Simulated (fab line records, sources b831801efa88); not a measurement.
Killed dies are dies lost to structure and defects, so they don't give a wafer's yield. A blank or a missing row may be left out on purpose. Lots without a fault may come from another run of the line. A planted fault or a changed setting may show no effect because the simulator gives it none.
Which tool did it? | flow gf180mcu | 14 lots, 42 wafers sampled, at 4 steps of a route of 602

WHAT THE GAUGES READ, wafer by wafer
GF_V4_THK_MEAS_25: measures by xrf.
lot  | measured     | on            | V4_W_THK (nm)
L452 | day 24 10:03 | film_metro-02 | 350 353 356
L453 | day 24 16:34 | film_metro-04 | 349 351 349
L454 | day 24 23:52 | film_metro-04 | 346 347 345
L455 | day 25 04:47 | film_metro-03 | 356 354 359
L456 | day 25 20:59 | film_metro-02 | 352 346 352
L457 | day 26 06:04 | film_metro-02 | 351 346 352
L458 | day 26 14:07 | film_metro-03 | 352 354 356
L464 | day 28 14:16 | film_metro-02 | 360 363 354
L467 | day 29 07:24 | film_metro-04 | 354 356 353
L468 | day 29 17:53 | film_metro-02 | 358 359 356
L469 | day 30 00:00 | film_metro-02 | 342 355 348
L471 | day 30 15:25 | film_metro-02 | 348 359 356
L473 | day 30 22:35 | film_metro-02 | 353 349 348
L475 | day 31 07:42 | film_metro-03 | 341 342 347

GF_V5_RS_MEAS_24: measures by four-point-probe.
lot  | measured     | on            | V5_W_RS (ohm/sq)
L452 | day 27 03:31 | film_metro-02 | 0.317 0.326 0.324
L453 | day 27 09:23 | film_metro-01 | 0.329 0.325 0.323
L454 | day 27 18:13 | film_metro-01 | 0.330 0.328 0.327
L455 | day 27 21:45 | film_metro-03 | 0.329 0.334 0.327
L456 | day 28 13:10 | film_metro-02 | 0.331 0.329 0.329
L457 | day 28 22:03 | film_metro-03 | 0.337 0.330 0.333
L458 | day 29 04:39 | film_metro-01 | 0.328 0.330 0.329
L464 | day 31 01:32 | film_metro-02 | 0.332 0.326 0.328
L467 | day 31 15:19 | film_metro-01 | 0.338 0.329 0.330
L468 | day 32 04:16 | film_metro-03 | 0.330 0.331 0.332
L469 | day 32 07:56 | film_metro-02 | 0.332 0.328 0.327
L471 | day 32 22:28 | film_metro-02 | 0.327 0.334 0.330
L473 | day 33 04:13 | film_metro-03 | 0.330 0.330 0.330
L475 | day 33 13:28 | film_metro-02 | 0.323 0.322 0.325

WHICH TOOL RAN EACH LOT (tool, then ch and the chambers of the sampled wafers, then the start)
lot  | GF_SAB_ETCH_11                     | GF_M4_SPUTTER_01
L452 | rie_diel-01 ch 0,3, day 14 23:28   | pvd_sputter-01, day 22 10:56
L453 | rie_diel-04 ch 0,1,3, day 15 09:54 | pvd_sputter-02, day 22 16:15
L454 | rie_diel-01 ch 0,1,2, day 15 16:32 | pvd_sputter-01, day 23 01:06
L455 | rie_diel-01 ch 1,2,3, day 15 22:59 | pvd_sputter-01, day 23 06:47
L456 | rie_diel-01 ch 2,3, day 16 13:53   | pvd_sputter-01, day 23 22:51
L457 | rie_diel-02 ch 0,2,3, day 17 02:28 | pvd_sputter-02, day 24 09:40
L458 | rie_diel-04 ch 0,2,3, day 17 08:57 | pvd_sputter-02, day 24 17:54
L464 | rie_diel-04 ch 1,2,3, day 19 14:26 | pvd_sputter-02, day 26 19:21
L467 | rie_diel-04 ch 0,1,2, day 20 16:35 | pvd_sputter-02, day 27 15:00
L468 | rie_diel-02 ch 1,3, day 21 02:56   | pvd_sputter-03, day 28 00:36
L469 | rie_diel-01 ch 0,1,3, day 21 12:11 | pvd_sputter-03, day 28 07:33
L471 | rie_diel-02 ch 1,2,3, day 22 09:05 | pvd_sputter-01, day 28 23:18
L473 | rie_diel-02 ch 0,1,2, day 22 15:17 | pvd_sputter-02, day 29 06:45
L475 | rie_diel-02 ch 0,2,3, day 23 04:16 | pvd_sputter-02, day 29 16:45
- GF_SAB_ETCH_11: etches SiO2 in C4F8/O2/Ar, target depth 55 nm, time 8.5 s.
- GF_M4_SPUTTER_01: material TiN, target thk 30 nm, time 25 s.

WHAT THE TOOLS THEMSELVES READ (means of the sampled wafers that have a number; where no wafer has one, the mark that the record gives instead)
GF_SAB_ETCH_11.
lot  | tool        | bias_w (W) | oes_product_au (a.u.)
L452 | rie_diel-01 | 1201       | 1.004
L453 | rie_diel-04 | 1204       | 0.997
L454 | rie_diel-01 | 1197       | 0.992
L455 | rie_diel-01 | 1201       | 1.005
L456 | rie_diel-01 | 1198       | 1.005
L457 | rie_diel-02 | 1200       | 1.003
L458 | rie_diel-04 | 1201       | 0.998
L464 | rie_diel-04 | 1199       | 1.015
L467 | rie_diel-04 | 1198       | 1.005
L468 | rie_diel-02 | 1197       | 0.999
L469 | rie_diel-01 | 1200       | 1.000
L471 | rie_diel-02 | 1196       | 0.994
L473 | rie_diel-02 | 1200       | 0.998
L475 | rie_diel-02 | 1205       | 1.001

GF_M4_SPUTTER_01.
lot  | tool           | throttle_valve_pct (%)
L452 | pvd_sputter-01 | 30.3
L453 | pvd_sputter-02 | 30.0
L454 | pvd_sputter-01 | 29.6
L455 | pvd_sputter-01 | 29.6
L456 | pvd_sputter-01 | 29.5
L457 | pvd_sputter-02 | 30.6
L458 | pvd_sputter-02 | 30.0
L464 | pvd_sputter-02 | 30.3
L467 | pvd_sputter-02 | 29.9
L468 | pvd_sputter-03 | 29.2
L469 | pvd_sputter-03 | 28.6
L471 | pvd_sputter-01 | 29.5
L473 | pvd_sputter-02 | 29.9
L475 | pvd_sputter-02 | 30.9

THE ANSWER, worked out from the rows above alone
Rule: what is usual is taken from the lots themselves. Put in order of their means at a reading, lots are off if they are a third of the lots or fewer, leave a main group of 4 or more, and stand apart from it by a gap of 3 or more times the standard deviation of the main group's means; of several such gaps the widest counts. A main group whose means are all the same, to the digits that the tables above print for the reading, isn't used. A lot without any number at a reading at which 4 lots or more have one is off too. The other lots that the step has rows for count as sound. The gauges are gone through in route order, then the tools' own readings, and for those a lot's mean is taken as printed above. The first step at which some lot is off is used, and at that step the reading that is off furthest; a lot without a number counts as furthest.
No lot is off at any reading shown: from this, nothing can be told.

WHAT THE SIMULATOR HAD PUT IN
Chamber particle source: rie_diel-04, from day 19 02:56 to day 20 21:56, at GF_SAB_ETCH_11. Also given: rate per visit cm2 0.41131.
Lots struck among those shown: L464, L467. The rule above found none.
